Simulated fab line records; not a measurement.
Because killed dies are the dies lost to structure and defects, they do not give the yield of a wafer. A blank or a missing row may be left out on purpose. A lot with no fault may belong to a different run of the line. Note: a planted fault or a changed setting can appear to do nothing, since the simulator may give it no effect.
fab line records	flow gf180mcu
record lots=15	wafers=45	lastDay=34
route steps=602 shown M2@378 M3@413
lots that met no fault: from a run of the same line without faults
startH: start of the lot's first displayed wafer, in hours after the record's first day	waitH: time in hours since the lot's previous step	" as in the row above	L1.1+2: a row that stands for several wafers	- no value present, or no start provided	* or withheld: withheld	< > ~ a bound
route shown NAME@n: names a module that has steps shown in the file, with the first one's number in the route	usual: the fault-free wafers' mean and standard deviation	same: alike in all rows	chamber/n: place in a boat	sites: each site's reading	_std_site: standard deviation across them	_edge_site: inner sites' mean taken away from outer sites' mean	radiusMm: for every site, how far away it sits from the centre of the wafer	mask NAME#n: copy n	behind: the tool/chamber that last shaped the wafer	hold: reason for holding the lot/hours on hold/outcome of the hold	device: the n, p or np transistor that did not switch	end of line: at the end of the route, the tests of the same wafers	for a step that has no rows: nothing shown but its recipe	killed: count of dies lost to structure and defects at first sort (not the wafer's yield)	map: a wafer's dies, marking killed ones x, the rest . and places with no die _
set.NAME: the setting that was run; set.NAME@STEP: the one run at that earlier step	model.NAME: the simulator's own value behind a step, which no gauge read
one table for each step of the route and one row for each wafer, over a sample of lots
services: the hour from which a tool's chamber was out of use, counted from the record's first day as startH (under 0 if before that day), plus the number of hours and why
## steps
# step GF_M2_METAL_ETCH_16
# recipe chemistry=Cl2/BCl3	maskMaterial=KrF	targetDepthNm=627.5	stopOn=SiO2	pressureMtorr=8	icpW=800	biasW=140	Cl2_flow_sccm=80	bcl3FlowSccm=40	timeS=104.6
# usual drypumpMotorCurrentA=5.61/0.18	oesProductAu=0.971/0.0075	throttleValvePct=28.251/0.012
# same timeS=104.6
lot.wafer	tool	chamber	startH	waitH	drypumpMotorCurrentA	oesProductAu	rfHoursCounterH	throttleValvePct
L908.1	rieMetal-03	0	438.06	0.0	5.84	0.977	9	28.243
L908.5	"	1	"	"	5.40	0.975	-	28.239
L908.6	"	0	"	"	5.86	0.978	-	28.233
L909.1	rieMetal-01	0	446.55	0.0	5.53	0.971	10	28.268
L909.3	"	0	"	"	5.54	0.963	-	28.255
L909.4	"	0	"	"	5.51	0.965	-	28.247
L910.1	rieMetal-03	0	454.96	0.0	5.81	0.983	10	28.227
L910.3	"	0	"	"	5.82	0.965	-	28.259
L910.6	"	1	"	"	5.38	0.980	-	28.246
L911.1	rieMetal-03	1	480.06	0.0	5.40	0.967	9	28.233
L911.3	"	0	"	"	5.86	0.964	-	28.261
L911.5	"	1	"	"	5.39	0.978	-	28.259
L915.1	rieMetal-01	0	508.44	0.0	5.53	0.975	12	28.244
L915.3	"	0	"	"	5.53	0.974	-	28.237
L915.4	"	1	"	"	5.68	0.977	-	28.226
L916.3	rieMetal-04	1	511.93	0.1	5.82	0.965	-	28.264
L916.4	"	0	"	"	5.44	0.957	-	28.251
L916.6	"	0	"	"	5.47	0.970	-	28.258
L917.2	rieMetal-04	0	524.56	0.0	5.48	0.972	9	28.233
L917.3	"	0	"	"	5.49	0.971	-	28.257
L917.6	"	0	"	"	5.48	0.968	-	28.242
L918.3	rieMetal-01	0	534.68	0.1	5.52	0.975	-	28.253
L918.5	"	1	"	"	5.71	0.973	-	28.262
L918.6	"	0	"	"	5.54	0.974	-	28.249
L919.1	rieMetal-04	1	543.04	0.0	5.85	0.962	7	28.250
L919.3	"	1	"	"	5.82	0.970	-	28.230
L919.6	"	0	"	"	5.46	0.965	-	28.257
L920.2	rieMetal-03	0	550.80	0.0	5.80	0.991	0	28.235
L920.4	"	1	"	"	5.40	0.986	-	28.239
L920.5	"	0	"	"	5.81	0.981	-	28.239
L923.2	rieMetal-03	1	573.74	0.1	5.40	0.961	-	28.241
L923.3	"	1	"	"	5.41	0.978	-	28.251
L923.4	"	1	"	"	5.42	0.961	-	28.263
L927.1	rieMetal-04	0	603.10	0.0	5.48	0.972	11	28.255
L927.3	"	0	"	"	5.47	0.978	-	28.241
L927.4	"	1	"	"	5.83	0.976	-	28.281
L928.1	rieMetal-01	1	606.71	0.0	5.69	0.974	0	28.249
L928.3	"	0	"	"	5.53	0.971	-	28.265
L928.4	"	1	"	"	5.67	0.965	-	28.269
L929.3	rieMetal-03	1	614.24	0.1	5.41	0.974	-	28.246
L929.4	"	0	"	"	5.81	0.960	-	28.236
L929.5	"	0	"	"	5.87	0.979	-	28.260
L930.1	rieMetal-03	0	619.54	0.0	5.79	0.966	3	28.248
L930.3	"	1	"	"	5.41	0.970	-	28.278
L930.4	"	0	"	"	5.83	0.967	-	28.263
# step GF_M3_SPUTTER_04
# recipe material=TiN	targetThkNm=50	powerW=6500	timeS=41.7	chamberPressurePa=0.4
# usual cathodeDcPowerW=6500.0/1.1	chamberPressurePa=0.4001/0.00079	throttleValvePct=30.0/1.3	timeS=41.7/0
lot.wafer	tool	chamber	startH	waitH	cathodeDcPowerW	chamberPressurePa	throttleValvePct	timeS
L908.1	pvdSputter-02	-	466.19	0.0	6499.9	0.4000	30.0	41.7
L908.5	"	-	"	"	6499.6	0.3994	31.3	41.7
L908.6	"	-	"	"	6499.0	0.4010	31.8	41.7
L909.1	pvdSputter-03	-	473.74	0.0	6499.2	0.4014	30.7	41.7
L909.3	"	-	"	"	6498.8	0.4000	30.2	41.7
L909.4	"	-	"	"	6501.3	0.4008	28.9	41.7
L910.1	pvdSputter-02	-	482.78	0.0	6499.4	0.3994	30.1	41.7
L910.3	"	-	"	"	6500.3	0.3986	31.7	41.7
L910.6	"	-	"	"	6499.2	0.4007	31.7	41.7
L911.1	pvdSputter-02	-	506.34	0.0	6501.6	0.3993	31.3	41.7
L911.3	"	-	"	"	6501.0	0.3989	30.0	41.7
L911.5	"	-	"	"	6500.9	0.4006	31.9	41.7
L915.1	pvdSputter-04	-	534.33	0.0	6499.9	0.3991	30.7	41.7
L915.3	"	-	"	"	6500.3	0.3992	29.5	41.7
L915.4	"	-	"	"	6499.8	0.4009	30.3	41.7
L916.3	pvdSputter-04	-	538.08	0.0	6499.6	0.4012	27.2	41.7
L916.4	"	-	"	"	6498.8	0.3987	30.9	41.7
L916.6	"	-	"	"	6501.8	0.4004	30.4	41.7
L917.2	pvdSputter-02	-	550.64	0.0	6500.5	0.4010	31.8	41.7
L917.3	"	-	"	"	6501.0	0.3986	29.9	41.7
L917.6	"	-	"	"	6501.3	0.3994	29.8	41.7
L918.3	pvdSputter-03	-	560.39	0.0	6500.3	0.4002	30.5	41.7
L918.5	"	-	"	"	6498.1	0.3998	30.3	41.7
L918.6	"	-	"	"	6500.0	0.4006	30.5	41.7
L919.1	pvdSputter-02	-	568.32	0.0	6498.6	0.3996	31.5	41.7
L919.3	"	-	"	"	6498.6	0.4006	30.3	41.7
L919.6	"	-	"	"	6499.5	0.3998	31.4	41.7
L920.2	pvdSputter-02	-	575.19	0.0	6499.6	0.4010	30.1	41.7
L920.4	"	-	"	"	6499.4	0.4005	32.1	41.7
L920.5	"	-	"	"	6499.3	0.4014	31.1	41.7
L923.2	pvdSputter-04	-	598.19	0.0	6499.5	0.4004	30.6	41.7
L923.3	"	-	"	"	6498.5	0.4001	27.5	41.7
L923.4	"	-	"	"	6500.0	0.3999	29.4	41.7
L927.1	pvdSputter-02	-	627.11	0.0	-	-	-	-
L927.3	"	-	"	"	-	-	-	-
L927.4	"	-	"	"	-	-	-	-
L928.1	pvdSputter-04	-	631.36	0.0	-	-	-	-
L928.3	"	-	"	"	-	-	-	-
L928.4	"	-	"	"	-	-	-	-
L929.3	pvdSputter-03	-	637.66	0.0	-	-	-	-
L929.4	"	-	"	"	-	-	-	-
L929.5	"	-	"	"	-	-	-	-
L930.1	pvdSputter-03	-	643.73	0.0	6500.7	0.3994	28.7	41.7
L930.3	"	-	"	"	6499.2	0.4012	30.3	41.7
L930.4	"	-	"	"	6501.7	0.4004	30.6	41.7
# step GF_M3_THK_MEAS_06
# recipe thkMeasGauge=xrf	reads=AlCu_of_M3_SPUTTER_02
# usual M3_ALCU_THK=451/5
lot.wafer	tool	chamber	startH	waitH	M3_ALCU_THK[nm]
L908.1	filmMetro-02	-	466.35	0.1	455
L908.5	"	-	"	"	464
L908.6	"	-	"	"	460
L909.1	filmMetro-01	-	473.90	0.1	454
L909.3	"	-	"	"	453
L909.4	"	-	"	"	448
L910.1	filmMetro-03	-	482.94	0.1	450
L910.3	"	-	"	"	450
L910.6	"	-	"	"	446
L911.1	filmMetro-01	-	506.50	0.1	449
L911.3	"	-	"	"	446
L911.5	"	-	"	"	454
L915.1	filmMetro-02	-	534.49	0.1	453
L915.3	"	-	"	"	463
L915.4	"	-	"	"	459
L916.3	filmMetro-03	-	538.26	0.1	451
L916.4	"	-	"	"	443
L916.6	"	-	"	"	451
L917.2	filmMetro-03	-	550.81	0.1	455
L917.3	"	-	"	"	451
L917.6	"	-	"	"	451
L918.3	filmMetro-03	-	560.57	0.1	454
L918.5	"	-	"	"	457
L918.6	"	-	"	"	457
L919.1	filmMetro-01	-	568.48	0.1	453
L919.3	"	-	"	"	449
L919.6	"	-	"	"	454
L920.2	filmMetro-03	-	575.36	0.1	441
L920.4	"	-	"	"	447
L920.5	"	-	"	"	448
L923.2	filmMetro-01	-	598.36	0.1	449
L923.3	"	-	"	"	453
L923.4	"	-	"	"	455
L927.1	filmMetro-01	-	627.27	0.1	507
L927.3	"	-	"	"	510
L927.4	"	-	"	"	506
L928.1	filmMetro-02	-	631.52	0.1	500
L928.3	"	-	"	"	502
L928.4	"	-	"	"	507
L929.3	filmMetro-02	-	637.84	0.1	505
L929.4	"	-	"	"	496
L929.5	"	-	"	"	496
L930.1	filmMetro-01	-	643.89	0.1	451
L930.3	"	-	"	"	457
L930.4	"	-	"	"	455
# step GF_M3_CD_MEAS_14
# recipe targetCdNm=280
# usual cdNm=279.6/1.4
lot.wafer	tool	chamber	startH	waitH	cdNm
L908.1	cdSem-01	-	490.28	0.1	279.0
L908.5	"	-	"	"	277.3
L908.6	"	-	"	"	278.3
L909.1	cdSem-02	-	497.55	0.1	277.9
L909.3	"	-	"	"	278.3
L909.4	"	-	"	"	279.5
L910.1	cdSem-02	-	506.18	0.1	280.7
L910.3	"	-	"	"	281.1
L910.6	"	-	"	"	280.8
L911.1	cdSem-02	-	529.47	0.1	281.1
L911.3	"	-	"	"	280.9
L911.5	"	-	"	"	280.7
L915.1	cdSem-01	-	556.97	0.1	280.1
L915.3	"	-	"	"	279.5
L915.4	"	-	"	"	279.0
L916.3	cdSem-01	-	560.96	0.1	283.0
L916.4	"	-	"	"	281.6
L916.6	"	-	"	"	282.1
L917.2	cdSem-02	-	572.14	0.1	280.0
L917.3	"	-	"	"	281.2
L917.6	"	-	"	"	279.9
L918.3	cdSem-02	-	581.82	0.1	278.6
L918.5	"	-	"	"	279.5
L918.6	"	-	"	"	279.5
L919.1	cdSem-01	-	590.08	0.1	282.6
L919.3	"	-	"	"	281.7
L919.6	"	-	"	"	281.2
L920.2	cdSem-02	-	596.34	0.1	280.3
L920.4	"	-	"	"	280.6
L920.5	"	-	"	"	279.6
L923.2	cdSem-01	-	619.05	0.1	277.5
L923.3	"	-	"	"	278.4
L923.4	"	-	"	"	278.5
L927.1	cdSem-01	-	646.15	0.1	281.5
L927.3	"	-	"	"	280.9
L927.4	"	-	"	"	281.9
L928.1	cdSem-01	-	651.57	0.1	279.6
L928.3	"	-	"	"	278.4
L928.4	"	-	"	"	279.3
L929.3	cdSem-01	-	657.92	0.1	278.8
L929.4	"	-	"	"	278.3
L929.5	"	-	"	"	278.5
L930.1	cdSem-02	-	663.40	0.1	280.5
L930.3	"	-	"	"	280.4
L930.4	"	-	"	"	279.4
# step GF_M3_OVL_MEAS_15
# usual M3_OVL=3/4.7
lot.wafer	tool	chamber	startH	waitH	M3_OVL[nm]
L908.1	overlay-01	-	490.40	0.1	5
L908.5	"	-	"	"	6
L908.6	"	-	"	"	4
L909.1	overlay-01	-	497.67	0.1	-1
L909.3	"	-	"	"	5
L909.4	"	-	"	"	7
L910.1	overlay-02	-	506.30	0.1	13
L910.3	"	-	"	"	11
L910.6	"	-	"	"	5
L911.1	overlay-02	-	529.59	0.1	-4
L911.3	"	-	"	"	3
L911.5	"	-	"	"	1
L915.1	overlay-01	-	557.09	0.1	4
L915.3	"	-	"	"	1
L915.4	"	-	"	"	0
L916.3	overlay-02	-	561.05	0.1	8
L916.4	"	-	"	"	8
L916.6	"	-	"	"	9
L917.2	overlay-01	-	572.24	0.1	-3
L917.3	"	-	"	"	0
L917.6	"	-	"	"	-8
L918.3	overlay-01	-	581.91	0.1	-1
L918.5	"	-	"	"	1
L918.6	"	-	"	"	-1
L919.1	overlay-01	-	590.20	0.1	6
L919.3	"	-	"	"	7
L919.6	"	-	"	"	6
L920.2	overlay-02	-	596.44	0.1	0
L920.4	"	-	"	"	1
L920.5	"	-	"	"	-2
L923.2	overlay-01	-	619.16	0.1	-6
L923.3	"	-	"	"	7
L923.4	"	-	"	"	2
L927.1	overlay-01	-	646.27	0.1	6
L927.3	"	-	"	"	-1
L927.4	"	-	"	"	3
L928.1	overlay-01	-	651.69	0.1	6
L928.3	"	-	"	"	6
L928.4	"	-	"	"	18
L929.3	overlay-01	-	658.01	0.1	4
L929.4	"	-	"	"	0
L929.5	"	-	"	"	6
L930.1	overlay-01	-	663.52	0.1	1
L930.3	"	-	"	"	2
L930.4	"	-	"	"	5
## services
tool	chamber	startH	hours	kind
pvdSputter-03	-	417.47	10.6	repair
rieMetal-03	-	425.51	1.2	repair
rieMetal-03	-	430.95	2.8	pm
rieMetal-01	1	444.23	12.6	repair
pvdSputter-03	0	467.59	-	consumableReplace:kit
pvdSputter-03	0	467.59	18.0	scheduledDown
pvdSputter-03	0	467.59	18.0	ventCycle
rieMetal-01	-	491.12	0.8	repair
rieMetal-03	0	511.17	-	clean
rieMetal-03	0	511.17	24.7	scheduledDown
rieMetal-03	0	511.17	24.7	ventCycle
pvdSputter-02	2	534.49	-	consumableReplace:kit
pvdSputter-02	2	534.49	18.0	scheduledDown
pvdSputter-02	2	534.49	18.0	ventCycle
rieMetal-01	0	544.56	-	clean
rieMetal-01	0	544.56	27.5	scheduledDown
rieMetal-01	0	544.56	27.5	ventCycle
pvdSputter-04	-	566.72	5.2	repair
rieMetal-03	0	570.05	5.1	repair
rieMetal-03	1	575.41	-	clean
rieMetal-03	1	575.41	14.9	scheduledDown
rieMetal-03	1	575.41	14.9	ventCycle
pvdSputter-02	-	579.16	1.7	repair
pvdSputter-03	-	586.59	6.1	repair
## key
firstSign step=GF_M3_SPUTTER_04	reading=toolRecord	direction=missing
effect step=GF_M3_THK_MEAS_06	reading=M3_ALCU_THK	direction=up	sigmas=10	usual=451	struck=503
metAt GF_M3_SPUTTER_04
struckLots L927,L928,L929
laterRowsLeftOut L927.1,L927.3,L927.4,L928.1,L928.3,L928.4,L929.3,L929.4,L929.5
sortLeftOut L927.1,L927.3,L927.4,L928.1,L928.3,L928.4,L929.3,L929.4,L929.5
notActingAt GF_M2_METAL_ETCH_16,GF_M3_CD_MEAS_14,GF_M3_OVL_MEAS_15
onsetBetween 598.19 627.11
fault kind=skippedStepWhole	tool=pvdSputter-02,pvdSputter-03,pvdSputter-04	chamber=-	onsetH=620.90	steps=GF_M3_SPUTTER_04	scope=struckLotsOnly
# sortLeftOut: the simulated sort isn't trusted on such a fault, so these wafers' sort isn't shown, and their yield isn't known
# laterRowsLeftOut: the simulator's readings of these wafers behind a module that went badly wrong aren't trusted and aren't shown, but for the sort
